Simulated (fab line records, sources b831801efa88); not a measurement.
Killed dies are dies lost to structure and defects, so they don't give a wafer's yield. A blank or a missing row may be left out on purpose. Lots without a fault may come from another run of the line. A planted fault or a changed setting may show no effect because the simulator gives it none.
Which tool did it? | flow sky130 | 11 lots, 33 wafers sampled, at 4 steps of a route of 708

WHAT THE GAUGES READ, wafer by wafer
SKY_VT_ADJUST_HVTR_TW_MEAS_11.
lot  | measured     | on            | VT_ADJUST_HVTR_TW
L561 | day 9 13:18  | film_metro-03 | 210.4 210.6 211.3
L567 | day 11 03:25 | film_metro-01 | 213.7 214.1 214.0
L569 | day 11 22:05 | film_metro-03 | 212.6 213.6 213.4
L572 | day 12 22:03 | film_metro-03 | 209.3 209.9 209.9
L573 | day 13 03:38 | film_metro-03 | 209.7 209.1 209.3
L574 | day 13 12:24 | film_metro-03 | 209.8 210.1 210.0
L575 | day 13 14:28 | film_metro-01 | 210.2 210.4 209.9
L578 | day 14 21:10 | film_metro-01 | 210.6 210.8 209.8
L583 | day 16 23:32 | film_metro-01 | 209.7 210.9 209.5
L581 | day 17 01:23 | film_metro-01 | 209.7 209.1 208.4
L579 | day 17 03:08 | film_metro-03 | 209.3 209.5 209.9

WHICH TOOL RAN EACH LOT (tool, then ch and the chambers of the sampled wafers, then the start)
lot  | SKY_VT_ADJUST_LVTN_STRIP_09          | SKY_VT_ADJUST_NCORE_STRIP_10         | SKY_VT_ADJUST_HVTR_IMPLANT_09
L561 | plasma_asher-01 ch 0,1, day 6 23:10  | plasma_asher-03 ch 0,1, day 8 16:29  | implanter-01 ch 0, day 9 13:05
L567 | plasma_asher-03 ch 0,1, day 8 10:02  | plasma_asher-01 ch 0,1, day 10 04:25 | implanter-01 ch 0, day 11 03:11
L569 | plasma_asher-02 ch 0,1, day 9 01:52  | plasma_asher-03 ch 0,1, day 10 22:38 | implanter-01 ch 0, day 11 21:50
L572 | plasma_asher-03 ch 1, day 9 22:10    | plasma_asher-04 ch 0,1, day 11 21:32 | implanter-03 ch 0, day 12 21:49
L573 | plasma_asher-03 ch 0,1, day 10 04:29 | plasma_asher-03 ch 0,1, day 12 02:35 | implanter-03 ch 0, day 13 03:23
L574 | plasma_asher-03 ch 0,1, day 10 10:37 | plasma_asher-03 ch 0,1, day 12 10:53 | implanter-04 ch 0, day 13 12:07
L575 | plasma_asher-03 ch 0,1, day 10 13:38 | plasma_asher-03 ch 0,1, day 12 12:44 | implanter-03 ch 0, day 13 14:11
L578 | plasma_asher-01 ch 0,1, day 11 17:35 | plasma_asher-04 ch 0,1, day 13 18:53 | implanter-01 ch 0, day 14 20:58
L583 | plasma_asher-01 ch 0,1, day 13 14:47 | plasma_asher-03 ch 0,1, day 15 19:29 | implanter-01 ch 0, day 16 23:17
L581 | plasma_asher-02 ch 1, day 13 16:04   | plasma_asher-03 ch 0,1, day 15 21:46 | implanter-01 ch 0, day 17 01:08
L579 | plasma_asher-02 ch 0,1, day 13 17:37 | plasma_asher-04 ch 0,1, day 15 23:05 | implanter-01 ch 0, day 17 02:54
- SKY_VT_ADJUST_LVTN_STRIP_09: strips in O2/N2.
- SKY_VT_ADJUST_NCORE_STRIP_10: strips in O2/N2.
- SKY_VT_ADJUST_HVTR_IMPLANT_09

THE ANSWER, worked out from the rows above alone
Rule: what is usual is taken from the lots themselves. Put in order of their means at a reading, lots are off if they are a third of the lots or fewer, leave a main group of 4 or more, and stand apart from it by a gap of 3 or more times the standard deviation of the main group's means; of several such gaps the widest counts. A main group whose means are all the same, to the digits that the tables above print for the reading, isn't used. A lot without any number at a reading at which 4 lots or more have one is off too. The other lots that the step has rows for count as sound.
Off: L567, L569, at SKY_VT_ADJUST_HVTR_TW_MEAS_11 (VT_ADJUST_HVTR_TW). The main group: mean 209.9, standard deviation 0.5.
A tool fits if, at a process step before that reading, it ran every lot that is off, and no sound lot after the first of them. The gauges at SKY_VT_ADJUST_HVTR_TW_MEAS_11 are tried like those tools. None of those tried fits.

WHAT THE SIMULATOR HAD PUT IN
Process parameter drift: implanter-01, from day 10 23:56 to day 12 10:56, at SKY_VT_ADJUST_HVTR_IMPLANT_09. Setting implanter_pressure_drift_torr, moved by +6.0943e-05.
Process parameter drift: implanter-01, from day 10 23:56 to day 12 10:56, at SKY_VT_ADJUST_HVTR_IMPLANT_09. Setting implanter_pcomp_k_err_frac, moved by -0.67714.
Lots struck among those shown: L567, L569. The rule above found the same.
